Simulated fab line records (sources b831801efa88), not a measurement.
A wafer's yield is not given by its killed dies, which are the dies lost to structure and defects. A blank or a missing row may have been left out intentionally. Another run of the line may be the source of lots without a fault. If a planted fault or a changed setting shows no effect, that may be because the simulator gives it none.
fab line records ; flow gf180mcu
record lots=12; wafers=36; lastDay=35
route steps=602 shown LVPWELL@58 POLY_GATE@167 PSD@258 SAB@277
lots with no fault: from the same line, run without faults
startH: hours from the record's first day to the start of the lot's first wafer shown ; waitH: hours from the lot's prior step to this one ; " same as the row above ; L1.1+2: a single row standing in for several wafers ; - value missing, or start not given ; * or withheld: withheld ; < > ~ a bound
route shown NAME@n: names a module that has steps shown in the file, with the first one's number in the route ; usual: mean/standard deviation of fault-free wafers ; same: alike in all rows ; chamber/n: place in a boat ; sites: the reading at each site ; _std_site: standard deviation of those values ; _edge_site: mean of outer sites minus mean of inner sites ; radiusMm: how far each site lies from the wafer's centre ; mask NAME#n: copy n ; behind: the last tool/chamber to shape the wafer ; hold: why the lot went on hold/how many hours it stayed there/how the hold came to an end ; device: names the non-switching transistor (n, p or np) ; end of line: the route-end tests of the same wafers ; a step without rows: its recipe alone ; killed: dies lost to structure and defects at the first sort, not the wafer's yield ; map: dies across one wafer; x = killed, . = not, _ = none there
set.NAME: the setting as run; set.NAME@STEP: as run at that earlier step ; model.NAME: the simulator's own value behind a step, which no gauge read
the route's steps for a sample of lots (tables are steps, rows are wafers)
services: when a tool's chamber went out of use (startH, in hours from the record's first day, below 0 if earlier), for how many hours, and the reason
## steps
# step GF_LVPWELL_EXPOSE_04
# recipe maskId=LVPWELL; targetCdNm=600; na=0.6; sourceShape=conventional; sigmaOuter=0.6; doseMj=260
# usual stageVelMmS=500.03/0.26
lot.wafer;tool;chamber;startH;waitH;mask;stageVelMmS
L561.2;ilineStepper-02;0;67.71;-;LVPWELL#0;499.96
L561.4;ilineStepper-02;0;67.71;-;LVPWELL#0;500.01
L561.5;ilineStepper-02;0;67.71;-;LVPWELL#0;500.00
L562.1;ilineStepper-01;0;72.69;-;LVPWELL#0;499.68
L562.3;ilineStepper-01;0;72.69;-;LVPWELL#0;500.46
L562.4;ilineStepper-01;0;72.69;-;LVPWELL#0;499.90
L564.1;ilineStepper-02;0;85.01;-;LVPWELL#0;500.75
L564.2;ilineStepper-02;0;85.01;-;LVPWELL#0;500.28
L564.5;ilineStepper-02;0;85.01;-;LVPWELL#0;500.43
L565.1;ilineStepper-02;0;92.70;-;LVPWELL#0;500.24
L565.2;ilineStepper-02;0;92.70;-;LVPWELL#0;499.74
L565.6;ilineStepper-02;0;92.70;-;LVPWELL#0;499.73
L567.2;ilineStepper-02;0;101.68;-;LVPWELL#0;499.84
L567.3;ilineStepper-02;0;101.68;-;LVPWELL#0;499.85
L567.4;ilineStepper-02;0;101.68;-;LVPWELL#0;499.57
L568.1;ilineStepper-02;0;104.80;-;LVPWELL#0;499.67
L568.4;ilineStepper-02;0;104.80;-;LVPWELL#0;499.99
L568.5;ilineStepper-02;0;104.80;-;LVPWELL#0;499.83
L575.1;ilineStepper-01;0;145.92;-;LVPWELL#0;500.10
L575.4;ilineStepper-01;0;145.92;-;LVPWELL#0;499.73
L575.6;ilineStepper-01;0;145.92;-;LVPWELL#0;499.83
L576.3;ilineStepper-01;0;150.29;-;LVPWELL#0;499.97
L576.4;ilineStepper-01;0;150.29;-;LVPWELL#0;500.03
L576.6;ilineStepper-01;0;150.29;-;LVPWELL#0;500.07
L577.2;ilineStepper-01;0;156.72;-;LVPWELL#0;499.99
L577.3;ilineStepper-01;0;156.72;-;LVPWELL#0;499.83
L577.5;ilineStepper-01;0;156.72;-;LVPWELL#0;500.20
L579.1;ilineStepper-01;0;170.47;-;LVPWELL#0;500.36
L579.4;ilineStepper-01;0;170.47;-;LVPWELL#0;500.32
L579.5;ilineStepper-01;0;170.47;-;LVPWELL#0;500.22
L582.1;ilineStepper-01;0;185.67;-;LVPWELL#0;499.92
L582.2;ilineStepper-01;0;185.67;-;LVPWELL#0;499.83
L582.3;ilineStepper-01;0;185.67;-;LVPWELL#0;500.51
L583.2;ilineStepper-01;0;192.48;-;LVPWELL#0;500.27
L583.4;ilineStepper-01;0;192.48;-;LVPWELL#0;500.00
L583.5;ilineStepper-01;0;192.48;-;LVPWELL#0;500.02
# step GF_LVPWELL_OVL_MEAS_07
# usual LVPWELL_OVL=-0.1/1.6
lot.wafer;tool;chamber;startH;waitH;LVPWELL_OVL[nm]
L561.2;overlay-01;-;74.26;-;-1.1
L561.4;overlay-01;-;74.26;-;-2.5
L561.5;overlay-01;-;74.26;-;-1.8
L562.1;overlay-02;-;78.84;-;-0.6
L562.3;overlay-02;-;78.84;-;1.1
L562.4;overlay-02;-;78.84;-;-1.4
L564.1;overlay-02;-;91.49;-;-0.8
L564.2;overlay-02;-;91.49;-;-1.8
L564.5;overlay-02;-;91.49;-;-1.3
L565.1;overlay-01;-;99.62;-;-141.4
L565.2;overlay-01;-;99.62;-;-141.6
L565.6;overlay-01;-;99.62;-;-141.3
L567.2;overlay-01;-;108.69;-;-141.5
L567.3;overlay-01;-;108.69;-;-142.0
L567.4;overlay-01;-;108.69;-;-140.3
L568.1;overlay-01;-;111.75;-;-139.8
L568.4;overlay-01;-;111.75;-;-140.4
L568.5;overlay-01;-;111.75;-;-140.8
L575.1;overlay-02;-;154.03;-;-1.5
L575.4;overlay-02;-;154.03;-;-1.1
L575.6;overlay-02;-;154.03;-;0.5
L576.3;overlay-02;-;158.36;-;0.0
L576.4;overlay-02;-;158.36;-;0.3
L576.6;overlay-02;-;158.36;-;-1.2
L577.2;overlay-01;-;164.62;-;2.1
L577.3;overlay-01;-;164.62;-;1.3
L577.5;overlay-01;-;164.62;-;2.7
L579.1;overlay-02;-;178.98;-;1.4
L579.4;overlay-02;-;178.98;-;1.2
L579.5;overlay-02;-;178.98;-;1.2
L582.1;overlay-01;-;194.54;-;2.3
L582.2;overlay-01;-;194.54;-;0.8
L582.3;overlay-01;-;194.54;-;1.8
L583.2;overlay-01;-;201.69;-;2.1
L583.4;overlay-01;-;201.69;-;3.2
L583.5;overlay-01;-;201.69;-;2.1
# step GF_POLY_GATE_CD_MEAS_10
# recipe targetCdNm=280
# usual cdNm=280.0/1.2
lot.wafer;tool;chamber;startH;waitH;cdNm
L561.2;cdSem-01;-;204.30;0.1;279.9
L561.4;cdSem-01;-;204.30;0.1;279.6
L561.5;cdSem-01;-;204.30;0.1;280.9
L562.1;cdSem-01;-;210.71;0.1;280.1
L562.3;cdSem-01;-;210.71;0.1;281.3
L562.4;cdSem-01;-;210.71;0.1;281.1
L564.1;cdSem-01;-;230.61;0.1;278.4
L564.2;cdSem-01;-;230.61;0.1;279.3
L564.5;cdSem-01;-;230.61;0.1;278.4
L565.1;cdSem-02;-;240.66;0.1;278.4
L565.2;cdSem-02;-;240.66;0.1;279.7
L565.6;cdSem-02;-;240.66;0.1;278.3
L568.1;cdSem-01;-;257.46;0.1;279.4
L568.4;cdSem-01;-;257.46;0.1;278.6
L568.5;cdSem-01;-;257.46;0.1;278.6
L567.2;cdSem-02;-;257.88;0.1;279.4
L567.3;cdSem-02;-;257.88;0.1;281.0
L567.4;cdSem-02;-;257.88;0.1;281.1
L575.1;cdSem-01;-;311.76;0.1;280.5
L575.4;cdSem-01;-;311.76;0.1;279.5
L575.6;cdSem-01;-;311.76;0.1;280.4
L576.3;cdSem-02;-;317.62;0.1;278.8
L576.4;cdSem-02;-;317.62;0.1;278.8
L576.6;cdSem-02;-;317.62;0.1;279.1
L577.2;cdSem-02;-;328.53;0.1;280.0
L577.3;cdSem-02;-;328.53;0.1;279.2
L577.5;cdSem-02;-;328.53;0.1;279.0
L579.1;cdSem-01;-;343.38;0.1;279.6
L579.4;cdSem-01;-;343.38;0.1;281.1
L579.5;cdSem-01;-;343.38;0.1;281.3
L582.1;cdSem-01;-;365.20;0.1;282.2
L582.2;cdSem-01;-;365.20;0.1;281.8
L582.3;cdSem-01;-;365.20;0.1;281.3
L583.2;cdSem-01;-;375.00;0.2;279.6
L583.4;cdSem-01;-;375.00;0.2;280.3
L583.5;cdSem-01;-;375.00;0.2;280.8
# step GF_PSD_STRIP_10
# recipe chemistry=O2/N2; powerW=1400; pressureMtorr=1500; platenTempC=250; o2FlowSccm=3000; n2FlowSccm=300; overashFraction=0.5
# usual drypumpMotorCurrentA=5.6/0.5; heaterPowerW=326/35; oesProductAu=0.592/0.0047; stripTimeToEndpointS=16.62/0.032
lot.wafer;tool;chamber;startH;waitH;drypumpMotorCurrentA;heaterPowerW;oesProductAu;rfHoursCounterH;stripTimeToEndpointS
L561.2;plasmaAsher-04;1;332.67;0.1;5.9;308;0.593;54;16.62
L561.4;plasmaAsher-04;0;332.67;0.1;4.9;381;0.587;-;16.61
L561.5;plasmaAsher-04;0;332.67;0.1;4.9;391;0.594;-;16.59
L562.1;plasmaAsher-04;0;337.71;0.1;4.9;390;0.589;54;16.62
L562.3;plasmaAsher-04;0;337.71;0.1;4.9;382;0.593;-;16.62
L562.4;plasmaAsher-04;1;337.71;0.1;5.9;296;0.596;-;16.66
L564.1;plasmaAsher-03;0;364.47;0.1;5.8;291;0.596;65;16.60
L564.2;plasmaAsher-03;1;364.47;0.1;6.6;276;0.592;65;16.66
L564.5;plasmaAsher-03;0;364.47;0.1;5.7;285;0.597;-;16.66
L565.1;plasmaAsher-01;0;375.47;0.1;5.2;323;0.584;27;16.64
L565.2;plasmaAsher-01;1;375.47;0.1;5.7;342;0.593;27;16.64
L565.6;plasmaAsher-01;1;375.47;0.1;5.7;342;0.590;-;16.61
L568.1;plasmaAsher-03;0;396.04;0.1;5.7;288;0.590;68;16.67
L568.4;plasmaAsher-03;1;396.04;0.1;6.6;282;0.589;-;16.67
L568.5;plasmaAsher-03;1;396.04;0.1;6.6;276;0.587;-;16.66
L567.2;plasmaAsher-01;1;396.80;0.1;5.7;339;0.588;29;16.54
L567.3;plasmaAsher-01;1;396.80;0.1;5.7;349;0.601;-;16.56
L567.4;plasmaAsher-01;0;396.80;0.1;5.2;318;0.592;-;16.54
L575.1;plasmaAsher-01;1;457.40;0.1;5.7;346;0.597;36;16.65
L575.4;plasmaAsher-01;1;457.40;0.1;5.7;352;0.588;-;16.61
L575.6;plasmaAsher-01;0;457.40;0.1;5.2;322;0.595;-;16.65
L576.3;plasmaAsher-04;1;464.32;0.1;5.9;305;0.597;-;16.65
L576.4;plasmaAsher-04;0;464.32;0.1;4.9;381;0.587;-;16.66
L576.6;plasmaAsher-04;1;464.32;0.1;5.9;297;0.588;-;16.65
L577.2;plasmaAsher-01;0;476.02;0.1;5.2;320;0.593;39;16.58
L577.3;plasmaAsher-01;0;476.02;0.1;5.2;320;0.595;-;16.60
L577.5;plasmaAsher-01;0;476.02;0.1;5.2;324;0.591;-;16.62
L579.1;plasmaAsher-01;0;491.73;0.1;5.2;316;0.594;41;16.64
L579.4;plasmaAsher-01;1;491.73;0.1;5.7;339;0.600;-;16.62
L579.5;plasmaAsher-01;0;491.73;0.1;5.2;311;0.592;-;16.65
L582.1;plasmaAsher-04;1;515.60;0.1;5.9;296;0.591;72;16.63
L582.2;plasmaAsher-04;0;515.60;0.1;4.9;387;0.594;72;16.65
L582.3;plasmaAsher-04;1;515.60;0.1;5.9;304;0.587;-;16.65
L583.2;plasmaAsher-01;0;527.60;0.1;5.2;315;0.591;45;16.68
L583.4;plasmaAsher-01;0;527.60;0.1;5.2;312;0.590;-;16.66
L583.5;plasmaAsher-01;0;527.60;0.1;5.2;318;0.592;-;16.66
# step GF_SAB_STRIP_13
# recipe chemistry=O2/N2; powerW=1400; pressureMtorr=1500; platenTempC=250; o2FlowSccm=3000; n2FlowSccm=300; overashFraction=0.5
# usual drypumpMotorCurrentA=5.9/0.52; heaterPowerW=333/53; oesProductAu=0.710/0.0043; stripTimeToEndpointS=12.60/0.037
lot.wafer;tool;chamber;startH;waitH;drypumpMotorCurrentA;heaterPowerW;oesProductAu;rfHoursCounterH;stripTimeToEndpointS
L561.2;plasmaAsher-04;0;354.92;0.0;4.9;390;0.708;56;12.55
L561.4;plasmaAsher-04;0;354.92;0.0;4.9;381;0.709;-;12.51
L561.5;plasmaAsher-04;1;354.92;0.0;5.9;294;0.703;-;12.57
L562.1;plasmaAsher-02;0;360.37;0.0;5.7;426;0.713;76;12.61
L562.3;plasmaAsher-02;0;360.37;0.0;5.7;421;0.709;-;12.60
L562.4;plasmaAsher-02;1;360.37;0.0;6.2;306;0.709;-;12.61
L564.1;plasmaAsher-04;0;388.62;0.0;4.9;402;0.706;59;12.58
L564.2;plasmaAsher-04;1;388.62;0.0;5.9;303;0.708;59;12.56
L564.5;plasmaAsher-04;1;388.62;0.0;6.0;302;0.704;-;12.57
L565.1;plasmaAsher-04;0;399.92;0.0;4.9;389;0.705;60;12.54
L565.2;plasmaAsher-04;1;399.92;0.0;5.9;297;0.708;60;12.55
L565.6;plasmaAsher-04;1;399.92;0.0;5.9;304;0.710;-;12.56
L568.1;plasmaAsher-04;0;421.17;0.0;4.9;389;0.710;62;12.55
L568.4;plasmaAsher-04;0;421.17;0.0;4.9;383;0.712;-;12.60
L568.5;plasmaAsher-04;1;421.17;0.0;6.0;302;0.705;-;12.60
L567.2;plasmaAsher-02;1;421.47;0.0;6.2;285;0.711;82;12.56
L567.3;plasmaAsher-02;0;421.47;0.0;5.8;433;0.712;-;12.57
L567.4;plasmaAsher-02;1;421.47;0.0;6.2;299;0.710;-;12.63
L575.1;plasmaAsher-02;0;482.44;0.0;5.7;425;0.706;90;12.56
L575.4;plasmaAsher-02;1;482.44;0.0;6.2;298;0.703;-;12.56
L575.6;plasmaAsher-02;0;482.44;0.0;5.7;434;0.704;-;12.58
L576.3;plasmaAsher-04;0;489.50;0.0;4.9;388;0.708;-;12.61
L576.4;plasmaAsher-04;1;489.50;0.0;5.9;304;0.711;-;12.59
L576.6;plasmaAsher-04;1;489.50;0.0;5.9;294;0.705;-;12.57
L577.2;plasmaAsher-03;1;500.72;0.0;6.6;279;0.706;3;12.59
L577.3;plasmaAsher-03;1;500.72;0.0;6.6;281;0.712;-;12.56
L577.5;plasmaAsher-03;0;500.72;0.0;5.7;314;0.704;-;12.59
L579.1;plasmaAsher-03;1;516.42;0.0;6.6;276;0.710;4;12.60
L579.4;plasmaAsher-03;0;516.42;0.0;5.8;314;0.711;-;12.57
L579.5;plasmaAsher-03;0;516.42;0.0;5.8;321;0.714;-;12.61
L582.1;plasmaAsher-02;1;539.32;0.0;6.2;295;0.720;97;12.70
L582.2;plasmaAsher-02;0;539.32;0.0;5.7;415;0.712;97;12.70
L582.3;plasmaAsher-02;0;539.32;0.0;5.8;434;0.706;-;12.67
L583.2;plasmaAsher-02;0;550.81;0.0;5.7;422;0.710;98;12.66
L583.4;plasmaAsher-02;0;550.81;0.0;5.7;426;0.715;-;12.66
L583.5;plasmaAsher-02;1;550.81;0.0;6.2;294;0.704;-;12.65
## services
tool;chamber;startH;hours;kind
plasmaAsher-01;-;63.91;1.0;repair
plasmaAsher-04;-;69.10;2.2;repair
plasmaAsher-02;-;87.36;1.0;repair
plasmaAsher-01;-;106.52;1.2;repair
plasmaAsher-01;-;108.75;9.0;pm
ilineStepper-02;-;181.03;13.5;repair
ilineStepper-01;-;199.17;1.7;pm
ilineStepper-02;-;220.32;1.7;pm
plasmaAsher-02;-;247.39;3.1;repair
ilineStepper-01;-;260.43;1.2;repair
ilineStepper-02;-;273.78;2.2;repair
ilineStepper-02;-;313.02;0.6;repair
ilineStepper-01;-;320.00;7.2;repair
plasmaAsher-01;-;338.66;0.6;repair
ilineStepper-01;-;377.32;4.4;pm
ilineStepper-01;-;417.35;1.7;pm
plasmaAsher-04;-;457.09;2.8;pm
plasmaAsher-04;-;500.32;1.9;repair
plasmaAsher-04;-;500.81;3.4;repair
ilineStepper-01;-;503.66;3.6;repair
ilineStepper-01;-;508.18;2.1;pm
plasmaAsher-04;-;516.77;9.2;pm
plasmaAsher-01;-;535.08;2.8;pm
plasmaAsher-04;-;541.40;2.4;repair
## key
firstSign step=GF_LVPWELL_OVL_MEAS_07; reading=LVPWELL_OVL; direction=down; sigmas=88; usual=-0.1; struck=-141.0
effect none on later readings
metAt GF_LVPWELL_EXPOSE_04
struckLots L565,L567,L568
testerLeftOut L565,L567,L568
notActingAt GF_POLY_GATE_CD_MEAS_10,GF_PSD_STRIP_10,GF_SAB_STRIP_13
onsetBetween 85.01 92.70
fault kind=scannerMatchingOverlay; tool=ilineStepper-02; chamber=-; onsetH=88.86; steps=GF_LVPWELL_EXPOSE_04; offset=-140.22
# testerLeftOut: of these lots the tester's yield and bins aren't shown, on N5 and GAA mostly nor the transistor test; their killed dies are dies lost to structure and defects alone, not to doping, threshold or leakage, so they don't give the yield
